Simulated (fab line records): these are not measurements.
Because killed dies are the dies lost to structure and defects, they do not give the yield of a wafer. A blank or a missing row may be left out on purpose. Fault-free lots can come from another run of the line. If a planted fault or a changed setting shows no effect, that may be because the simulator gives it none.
fab line records | flow sky130
[record] lots = 6 wafers = 18 lastDay = 50
route steps=708 shown VIA2@521 METAL3@532 PAD_OPEN@708
lots with no fault: from the same line, run without faults
startH: hours from the record's first day to the start of the lot's first wafer shown | waitH: time in hours since the lot's previous step | " repeats the value in the row above | L1.1+2: one row covering several wafers at once | - no value, or no start was given | * or withheld: withheld | < > ~ a bound
route shown NAME@n: a module of which the file shows steps, and the number in the route of the first | usual: the fault-free wafers' mean and standard deviation | same: alike in all rows | chamber/n: place in a boat | sites: per-site readings | _std_site: standard deviation of those values | _edge_site: mean of outer sites minus mean of inner sites | radiusMm: how far each site lies from the wafer's centre | mask NAME#n: copy n | behind: the last tool/chamber to shape the wafer | hold: why the lot went on hold/how many hours it stayed there/how the hold came to an end | device: names the non-switching transistor (n, p or np) | end of line: the route-end tests of the same wafers | where a step has no rows: the recipe by itself | killed: at the first sort, the dies lost to defects and structure; wafer yield is something else | map: a wafer's dies, x killed, . not, _ none there
set.NAME: the setting as run; set.NAME@STEP: as run at that earlier step | model.NAME: the simulator's own value behind a step, which no gauge read
certain route steps with their lots: each step a table, each wafer a row
services: a tool's chamber out of use, with start hour (startH, from the record's first day; less than 0 if before it), hours out, and reason
[[steps]]
[step SKY_VIA2_ETCH_14]
[recipe] chemistry = N2/H2 target = BARC ionEnergyEv = 200 sourceW = 500 biasW = 100 pressureMtorr = 30 n2FlowSccm = 100 h2FlowSccm = 200 stopOn = SiO2 timeS = 45.9 targetDepthA = 600
[usual] chamberPressureMTorr = 29.999/0.027 drypumpMotorCurrentA = 5.5/0.59 oesProductAu = 0.854/0.0045 rfFwdPowerW = 494.3/2.2 throttleValvePct = 13.225/0.0091
// columns lot.wafer tool chamber startH waitH chamberPressureMTorr drypumpMotorCurrentA oesProductAu rfFwdPowerW rfHoursCounterH throttleValvePct
L288.1 rieDiel-04 1 921.07 0.0 29.978 4.8 0.857 493.5 8 13.241
L288.2 " 3 " " 30.060 5.9 0.858 496.2 5 13.212
L288.5 " 3 " " 30.026 5.9 0.850 496.7 - 13.233
L289.2 rieDiel-02 1 930.27 0.0 29.989 5.8 0.850 493.9 26 13.220
L289.5 " 2 " " 29.983 6.2 0.849 496.2 - 13.230
L289.6 " 3 " " 30.026 5.2 0.854 493.7 - 13.225
L291.3 rieDiel-02 2 943.74 0.0 30.048 6.2 0.848 496.1 17 13.213
L291.5 " 2 " " 29.971 6.2 0.861 497.4 - 13.223
L291.6 " 1 " " 29.979 5.8 0.852 493.8 - 13.228
L294.1 rieDiel-02 3 973.82 0.0 29.991 5.2 0.855 491.0 13 13.242
L294.3 " 1 " " 29.977 5.8 0.857 490.7 27 13.224
L294.6 " 1 " " 29.975 5.8 0.857 494.0 - 13.217
L299.2 rieDiel-03 1 1016.12 0.0 30.056 5.8 0.849 490.7 4 13.216
L299.4 " 0 " " 30.003 5.5 0.850 496.5 23 13.218
L299.5 " 3 " " 30.004 4.7 0.848 495.9 - 13.231
L300.4 rieDiel-03 0 1020.94 0.0 29.997 5.5 0.843 498.1 23 13.225
L300.5 " 1 " " 29.976 5.8 0.854 490.8 - 13.221
L300.6 " 2 " " 29.965 6.1 0.855 495.0 - 13.208
[step SKY_VIA2_ETCH_15]
[recipe] target = SiO2 chemistry = C4F8/O2/Ar targetDepthNm = 546 stopOn = TiN maskMaterial = KrF-thick sourceW = 1500 biasW = 1200 pressureMtorr = 40 c4f8FlowSccm = withheld O2_flow_sccm = 6 Ar_flow_sccm = 300 timeS = 84
[step SKY_VIA2_STRIP_16]
[recipe] chemistry = O2/N2 powerW = 1400 pressureMtorr = 1500 platenTempC = withheld o2FlowSccm = 3000 n2FlowSccm = 300 overashFraction = 0.5
[usual] chamberPressureMTorr = 1499.9/1.4 drypumpMotorCurrentA = 5.6/0.48 oesProductAu = 0.399/0.005 stripTimeToEndpointS = 4.05/0.032
// columns lot.wafer tool chamber startH waitH chamberPressureMTorr drypumpMotorCurrentA oesProductAu rfHoursCounterH stripTimeToEndpointS
L288.1 plasmaAsher-03 0 921.17 0.0 1501.6 5.4 0.404 78 4.05
L288.2 " 1 " " 1503.4 6.5 0.392 78 4.03
L288.5 " 1 " " 1502.1 6.4 0.395 - 4.05
L289.2 plasmaAsher-03 1 930.37 0.0 1498.4 6.5 0.395 79 4.06
L289.5 " 0 " " 1499.6 5.4 0.398 - 4.05
L289.6 " 1 " " 1497.4 6.4 0.402 - 4.04
L291.3 plasmaAsher-01 1 943.88 0.1 1499.4 5.2 0.399 - 4.02
L291.5 " 1 " " 1500.6 5.2 0.396 - 4.06
L291.6 " 0 " " 1500.4 5.1 0.392 - 4.03
L294.1 plasmaAsher-04 0 973.92 0.0 1496.9 5.5 0.395 23 4.07
L294.3 " 1 " " 1499.8 5.9 0.400 - 4.11
L294.6 " 0 " " 1498.3 5.6 0.402 - 4.12
L299.2 plasmaAsher-01 1 1016.22 0.0 1500.2 5.2 0.390 105 4.09
L299.4 " 0 " " 1497.9 5.2 0.400 - 4.05
L299.5 " 0 " " 1498.6 5.2 0.396 - 4.03
L300.4 plasmaAsher-01 0 1021.08 0.1 1500.1 5.1 0.403 - 4.06
L300.5 " 0 " " 1498.5 5.1 0.392 - 4.03
L300.6 " 1 " " 1498.2 5.2 0.403 - 4.06
[step SKY_VIA2_STRIP_17]
[recipe] chemistry = postEtchResidueRemover timeS = 1200 tempC = 72.5
[step SKY_VIA2_CLEAN_18]
[recipe] chemistry = IPA timeS = 180 tempC = 25
[step SKY_VIA2_CLEAN_19]
[recipe] chemistry = O3/DIW dry = n2Spin
[step SKY_VIA2_SPUTTER_20]
[recipe] material = TiN targetThkNm = 20 chamberPressurePa = 5 powerW = 4000 timeS = 80
[step SKY_VIA2_CVD_21]
[recipe] material = W targetThkNm = 420 timeS = 126.4 tempC = 400 pressureTorr = 40
[usual] heaterPowerOuterW = 480/17 heaterPowerW = 787/28
// columns lot.wafer tool chamber startH waitH heaterPowerOuterW heaterPowerW
L288.1 cvdW-02 0 921.87 0.0 477 814
L288.2 " 1 " " 468 790
L288.5 " 0 " " 479 799
L289.2 cvdW-02 0 931.04 0.0 472 780
L289.5 " 1 " " 470 752
L289.6 " 0 " " 470 798
L291.3 cvdW-02 1 944.58 0.1 478 784
L291.5 " 1 " " 472 793
L291.6 " 0 " " 474 797
L294.1 cvdW-02 0 974.62 0.0 470 785
L294.3 " 0 " " 475 799
L294.6 " 1 " " 470 751
L299.2 cvdW-01 0 1016.92 0.0 499 794
L299.4 " 1 " " 469 769
L299.5 " 0 " " 498 768
L300.4 cvdW-01 1 1021.75 0.1 464 751
L300.5 " 1 " " 462 778
L300.6 " 0 " " 502 766
[step SKY_VIA2_RS_MEAS_22]
[recipe] thkMeasGauge = four-point-probe reads = W_of_VIA2_CVD_21+TiN_of_VIA2_SPUTTER_20
[usual] VIA2_W_RS = 0.2706/0.0029
// columns lot.wafer tool chamber startH waitH VIA2_W_RS[ohm/sq]
L288.1 filmMetro-01 - 922.00 0.1 0.2717
L288.2 " - " " 0.2724
L288.5 " - " " 0.2722
L289.2 filmMetro-03 - 931.19 0.1 0.2698
L289.5 " - " " 0.2664
L289.6 " - " " 0.2707
L291.3 filmMetro-04 - 944.70 0.1 0.2658
L291.5 " - " " 0.2692
L291.6 " - " " 0.2661
L294.1 filmMetro-01 - 974.77 0.1 0.2703
L294.3 " - " " 0.2683
L294.6 " - " " 0.2714
L299.2 filmMetro-04 - 1017.07 0.1 0.2707
L299.4 " - " " 0.2724
L299.5 " - " " 0.2742
L300.4 filmMetro-03 - 1021.89 0.1 0.2771
L300.5 " - " " 0.2775
L300.6 " - " " 0.2745
[step SKY_VIA2_THK_MEAS_23]
[recipe] thkMeasGauge = xrf reads = W_of_VIA2_CVD_21
[usual] VIA2_W_THK = 430/5
// columns lot.wafer tool chamber startH waitH VIA2_W_THK[nm]
L288.1 filmMetro-01 - 922.12 0.1 420
L288.2 " - " " 425
L288.5 " - " " 420
L289.2 filmMetro-03 - 931.30 0.1 438
L289.5 " - " " 438
L289.6 " - " " 434
L291.3 filmMetro-04 - 944.80 0.1 442
L291.5 " - " " 432
L291.6 " - " " 440
L294.1 filmMetro-01 - 974.89 0.1 428
L294.3 " - " " 431
L294.6 " - " " 425
L299.2 filmMetro-04 - 1017.18 0.1 432
L299.4 " - " " 428
L299.5 " - " " 425
L300.4 filmMetro-03 - 1021.98 0.1 426
L300.5 " - " " 426
L300.6 " - " " 429
[step SKY_VIA2_CMP_24]
[recipe] stopOn = SiO2 tOverpolishS = 20 downForcePsi = 3.5 platenRpm = 60 targetThkNm = 0 padVelocityMS = 0.94248
[usual] motorCurrentA = 10.3/1.1 overpolishRunS = 19.999/0.01 platenRpm = 60.00/0.038 timeToEndpointS = 102/5
// columns lot.wafer tool chamber startH waitH motorCurrentA overpolishRunS platenRpm timeToEndpointS
L288.1 cmp-02 2 922.28 0.1 8.8 19.997 59.97 109
L288.2 " 3 " " 10.2 19.989 60.04 100
L288.5 " 1 " " 10.6 20.007 59.93 103
L289.2 cmp-01 0 931.35 0.0 10.8 20.017 59.97 101
L289.6 " 0 " " 10.7 19.983 59.94 96
L289.5 " 1 " " 9.0 19.978 60.02 101
L291.3 cmp-02 0 944.99 0.2 11.5 20.003 60.00 106
L291.6 " 1 " " 10.4 20.006 60.00 102
L291.5 " 2 " " 9.0 19.996 60.06 108
L294.1 cmp-01 1 974.95 0.1 8.6 19.997 59.96 95
L294.3 " 0 " " 10.7 20.004 59.97 99
L294.6 " 1 " " 8.6 19.987 60.01 97
L299.2 cmp-02 0 1017.23 0.0 11.7 19.992 60.03 106
L299.4 " 3 " " 10.4 19.996 60.00 97
L299.5 " 0 " " 13.0 20.018 59.98 104
L300.4 cmp-01 3 1022.16 0.2 10.4 20.016 60.01 105
L300.5 " 0 " " 10.4 20.001 59.97 102
L300.6 " 1 " " 8.6 20.009 59.99 104
[step SKY_METAL3_SPUTTER_00]
[recipe] material = Ti targetThkNm = 15 powerW = 3000 timeS = 10 chamberPressurePa = 0.4
[usual] chamberPressurePa = 0.4000/0.00077 throttleValvePct = 30.1/1.3
// columns lot.wafer tool chamber startH waitH chamberPressurePa throttleValvePct
L288.1 pvdSputter-02 - 922.48 0.1 0.3987 28.5
L288.2 " - " " 0.4002 29.3
L288.5 " - " " 0.3999 30.4
L289.2 pvdSputter-04 - 931.65 0.2 0.4008 32.2
L289.5 " - " " 0.3990 29.1
L289.6 " - " " 0.4008 28.6
L291.3 pvdSputter-02 - 945.14 0.1 0.3999 29.5
L291.5 " - " " 0.4006 30.0
L291.6 " - " " 0.4014 29.5
L294.1 pvdSputter-02 - 975.25 0.2 0.4005 29.4
L294.3 " - " " 0.3998 30.3
L294.6 " - " " 0.4002 28.2
L299.2 pvdSputter-04 - 1017.53 0.2 0.3998 32.1
L299.4 " - " " 0.3997 32.2
L299.5 " - " " 0.3988 29.3
L300.4 pvdSputter-04 - 1022.32 0.1 0.3996 28.4
L300.5 " - " " 0.3999 32.1
L300.6 " - " " 0.4009 32.1
[step SKY_METAL3_SPUTTER_01]
[recipe] material = TiN targetThkNm = 20 powerW = 6500 timeS = 16.7 chamberPressurePa = 0.4
[usual] chamberPressurePa = 0.4000/0.00075 throttleValvePct = 30.1/1.3
// columns lot.wafer tool chamber startH waitH chamberPressurePa throttleValvePct
L288.1 pvdSputter-02 - 922.50 0.0 0.4007 28.6
L288.2 " - " " 0.4005 29.4
L288.5 " - " " 0.3999 30.2
L289.2 pvdSputter-04 - 931.67 0.0 0.4006 32.4
L289.5 " - " " 0.4007 29.2
L289.6 " - " " 0.4000 28.5
L291.3 pvdSputter-02 - 945.16 0.0 0.3742 30.3
L291.5 " - " " 0.3738 31.1
L291.6 " - " " 0.3742 30.3
L294.1 pvdSputter-02 - 975.27 0.0 0.3737 30.1
L294.3 " - " " 0.3732 30.9
L294.6 " - " " 0.3740 29.5
L299.2 pvdSputter-04 - 1017.55 0.0 0.4002 31.9
L299.4 " - " " 0.4004 32.0
L299.5 " - " " 0.4000 29.2
L300.4 pvdSputter-04 - 1022.35 0.0 0.3996 28.5
L300.5 " - " " 0.3991 32.1
L300.6 " - " " 0.4004 32.0
[step SKY_METAL3_SPUTTER_02]
[recipe] material = AlCu targetThkNm = 735 powerW = 10600 timeS = 39.1 chamberPressurePa = 0.4
[step SKY_PAD_OPEN_PROBE_99]
[usual] defectLimitedYield = 82.7/1.9 killed_at_M0_to_M3 = 43/6.6 killed_at_M4_up = 3.1/1.6 killedAtContacts = 23/5.6 killedAtFrontEnd = 15/4.2 killedAtOther = 0.2/0.43 killedDies = 85/9.3 killedOpen = 46/6.6 killedShort = 39/6.2 sort_bin_3_pad_short = 0.8/0.37 sort_bin_5_function = 10.2/1.5 sort_bin_6_memory = 6.2/1.1 sortNPass = 407/9.3 sortYieldPct = 82.7/1.9
[same] grossDies = 492 killedAtBackSide = 0 sort_bin_4_leakage[%] = 0 sort_bin_8_speed[%] = 0
// columns lot.wafer tool chamber startH waitH defectLimitedYield[%] killed_at_M0_to_M3 killed_at_M4_up killedAtContacts killedAtFrontEnd killedAtOther killedDies killedOpen killedShort sort_bin_3_pad_short[%] sort_bin_5_function[%] sort_bin_6_memory[%] sortNPass sortYieldPct[%]
L294.1 prober-02 - 1173.15 0.1 82.7 47 2 17 19 0 85 45 40 0.8 8.9 7.5 407 82.7
L294.3 prober-02 - 1173.25 0.2 81.7 44 4 24 18 0 90 53 37 0.4 8.9 8.9 402 81.7
L294.6 prober-02 - 1173.40 0.2 83.3 40 4 26 12 0 82 43 39 0.2 10.2 6.3 410 83.3
// killed by level:class
L294.1 VIA1:geometricParticle:open=12 VIA1:geometricParticle:short=8 FIELD_ISO:geometricParticle:short=5 CONTACT:geometricParticle:open=5 METAL1:geometricParticle:short=5 VIA2:geometricParticle:open=5 FIELD_ISO:geometricParticle:open=4 LOCAL_INTERCONNECT:geometricParticle:short=4
L294.3 LI_CONTACT:geometricParticle:open=11 VIA1:geometricParticle:open=10 VIA2:geometricParticle:open=10 CONTACT:geometricParticle:open=7 VIA1:geometricParticle:short=6 FIELD_ISO:geometricParticle:open=5 FIELD_ISO:geometricParticle:short=4 LOCAL_INTERCONNECT:geometricParticle:short=4
L294.6 VIA1:geometricParticle:open=14 CONTACT:geometricParticle:open=8 VIA3:geometricParticle:open=8 LOCAL_INTERCONNECT:geometricParticle:short=7 LI_CONTACT:geometricParticle:open=5 FIELD_ISO:geometricParticle:short=4 CONTACT:geometricParticle:short=4 METAL3:geometricParticle:short=4
[[services]]
// columns tool chamber startH hours kind
plasmaAsher-01 - 898.01 2.8 pm
cvdW-02 - 904.00 14.0 pm
cvdW-02 0 904.00 14.0 ventCycle
cvdW-02 1 904.00 14.0 ventCycle
pvdSputter-04 - 905.54 3.6 repair
cmp-02 - 912.00 4.0 pm
cvdW-01 - 932.22 0.8 repair
cmp-02 - 935.57 1.6 repair
cvdW-02 - 938.23 6.0 pm
cmp-02 - 966.22 1.9 repair
plasmaAsher-03 - 969.84 8.0 repair
cvdW-01 - 972.21 6.0 pm
rieDiel-04 1 976.62 16.8 repair
rieDiel-04 2 978.34 9.4 repair
pvdSputter-02 - 978.97 7.7 repair
plasmaAsher-01 - 989.01 1.1 repair
cvdW-01 0 992.63 18.6 repair
rieDiel-02 3 993.46 9.8 repair
pvdSputter-02 - 996.28 1.3 repair
pvdSputter-02 - 997.45 8.9 repair
rieDiel-04 - 1001.71 2.8 pm
rieDiel-03 - 1010.55 0.4 repair
cmp-01 - 1014.24 1.1 repair
cmp-02 - 1018.10 4.3 pm
[[key]]
[firstSign] step = SKY_METAL3_SPUTTER_01 reading = chamberPressurePa direction = down sigmas = 35 usual = 0.4000 struck = 0.3739
effect none on later readings
metAt SKY_METAL3_SPUTTER_01
struckWafers L291.3,L291.5,L291.6,L294.1,L294.3,L294.6
onsetBetween 922.50 945.16
[fault] kind = processParameterDrift tool = pvdSputter-02 chamber = - onsetH = 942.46 steps = SKY_METAL3_SPUTTER_01 channel = chamberPressurePa offset = -0.026206 shape = step endH = 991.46 actsIn = theseRecipesOnly stated = 0.4
